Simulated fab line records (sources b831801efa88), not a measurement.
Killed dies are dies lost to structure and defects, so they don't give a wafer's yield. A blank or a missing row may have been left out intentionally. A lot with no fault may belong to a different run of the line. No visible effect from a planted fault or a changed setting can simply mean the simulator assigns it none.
What tool caused it? + flow sky130 + 12 lots with 36 wafers sampled at 3 steps, on a route of 708 steps

## WHAT THE GAUGES SHOWED, per wafer
SKY_LDD_N_OVL_MEAS_07. Usual: for LDD_N_OVL the level is -0.1 nm and the standard deviation is 1.3.
| lot  | measured     | on         | LDD_N_OVL (nm) | flag |
|------|--------------|------------|----------------|------|
| L457 | day 17 21:27 | overlay-01 | -1.2 -0.2 0.8  |      |
| L458 | day 18 07:36 | overlay-02 | -0.8 -2.2 -2.4 |      |
| L459 | day 18 14:38 | overlay-01 | 1.9 0.6 1.7    |      |
| L460 | day 19 05:54 | overlay-01 | 2.0 0.4 -0.4   |      |
| L462 | day 20 00:24 | overlay-01 | 0.7 0.6 -0.3   |      |
| L463 | day 20 08:11 | overlay-01 | 2.7 2.0 1.4    |      |
| L464 | day 20 15:54 | overlay-01 | 0.2 -0.9 -2.0  |      |
| L466 | day 21 17:05 | overlay-02 | -0.9 -0.9 -0.5 |      |
| L467 | day 21 19:14 | overlay-02 | 1.2 -0.7 0.3   |      |
| L474 | day 24 09:06 | overlay-01 | -0.1 -0.4 -1.3 |      |
| L477 | day 25 06:38 | overlay-01 | -0.2 -1.4 0.5  |      |
| L478 | day 25 14:30 | overlay-01 | 0.2 0.6 1.2    |      |

SKY_LDD_HVN_TW_MEAS_10. Usual: for LDD_HVN_TW the level is 1432 and the standard deviation is 17.
| lot  | measured     | on            | LDD_HVN_TW     | flag |
|------|--------------|---------------|----------------|------|
| L457 | day 20 11:26 | film metro-04 | 1445 1443 1451 |      |
| L458 | day 20 21:38 | film metro-04 | 1440 1451 1454 |      |
| L459 | day 21 04:59 | film metro-04 | 1439 1428 1429 |      |
| L460 | day 21 20:38 | film metro-02 | 1418 1418 1420 |      |
| L462 | day 22 13:41 | film metro-04 | 1445 1449 1451 |      |
| L463 | day 22 23:10 | film metro-04 | 1444 1448 1454 |      |
| L464 | day 23 05:49 | film metro-02 | 1425 1418 1424 |      |
| L466 | day 24 08:10 | film metro-04 | 1440 1432 1435 |      |
| L467 | day 24 09:26 | film metro-01 | 1447 1441 1447 |      |
| L474 | day 26 22:27 | film metro-02 | 1415 1418 1420 |      |
| L477 | day 27 18:40 | film metro-02 | 1409 1413 1417 |      |
| L478 | day 28 03:21 | film metro-02 | 1410 1414 1413 |      |

## WHAT TOOL EACH LOT RAN ON (gives the tool, then ch and the chambers of the sampled wafers, and finally the start)
| lot  | SKY_LDD_P_STRIP_10                   |
|------|--------------------------------------|
| L457 | plasma asher-02 ch 0,1, day 19 04:09 |
| L458 | plasma asher-03 ch 1, day 19 14:59   |
| L459 | plasma asher-03 ch 0, day 19 22:11   |
| L460 | plasma asher-02 ch 0,1, day 20 13:29 |
| L462 | plasma asher-04 ch 0,1, day 21 07:20 |
| L463 | plasma asher-03 ch 0,1, day 21 16:36 |
| L464 | plasma asher-04 ch 0,1, day 21 23:39 |
| L466 | plasma asher-04 ch 0,1, day 23 01:57 |
| L467 | plasma asher-04 ch 0,1, day 23 03:08 |
| L474 | plasma asher-02 ch 0,1, day 25 16:18 |
| L477 | plasma asher-04 ch 0, day 26 13:32   |
| L478 | plasma asher-03 ch 0,1, day 26 21:28 |
- SKY_LDD_P_STRIP_10: strips in O2/N2.

## AS READ BY THE TOOLS THEMSELVES (means over the sampled wafers that have a number; for cases with no such wafer, the mark the record gives instead)
SKY_LDD_P_STRIP_10. Usual: drypump motor current A 5.7 A, standard deviation 0.49; oes product au 0.715 a.u., standard deviation 0.0046; strip time to endpoint s 14.20 s, standard deviation 0.033.
| lot  | tool            | drypump motor current A (A) | oes product au (a.u.) | strip time to endpoint s (s) | flag |
|------|-----------------|-----------------------------|-----------------------|------------------------------|------|
| L457 | plasma asher-02 | 5.5                         | 0.718                 | 14.18                        |      |
| L458 | plasma asher-03 | 6.4                         | 0.716                 | 14.18                        |      |
| L459 | plasma asher-03 | 6.1                         | 0.716                 | 14.15                        |      |
| L460 | plasma asher-02 | 5.6                         | 0.718                 | 14.22                        |      |
| L462 | plasma asher-04 | 5.3                         | 0.710                 | 14.19                        |      |
| L463 | plasma asher-03 | 6.3                         | 0.715                 | 14.20                        |      |
| L464 | plasma asher-04 | 5.2                         | 0.710                 | 14.24                        |      |
| L466 | plasma asher-04 | 5.1                         | 0.715                 | 14.20                        |      |
| L467 | plasma asher-04 | 5.1                         | 0.712                 | 14.21                        |      |
| L474 | plasma asher-02 | 5.6                         | 0.711                 | 14.18                        |      |
| L477 | plasma asher-04 | 5.0                         | 0.718                 | 14.22                        |      |
| L478 | plasma asher-03 | 6.2                         | 0.719                 | 14.26                        |      |

## THE ANSWER, worked out from the rows above alone
Rule: a lot is off if the mean of its wafers that have a number lies more than 3 standard deviations from the usual mean. Also off: a lot with no number at a reading for which 4 or more lots have one. The other lots that the step has rows for count as sound. The gauges are gone through in route order, then the tools' own readings, and for those a lot's mean is taken as printed above. At the first step where some lot is off, the reading lying furthest off is the one used; lots without a number count as furthest.
Across all readings shown, no lot is off: no conclusion can be drawn from this.

## WHAT THE SIMULATOR HAD INSERTED
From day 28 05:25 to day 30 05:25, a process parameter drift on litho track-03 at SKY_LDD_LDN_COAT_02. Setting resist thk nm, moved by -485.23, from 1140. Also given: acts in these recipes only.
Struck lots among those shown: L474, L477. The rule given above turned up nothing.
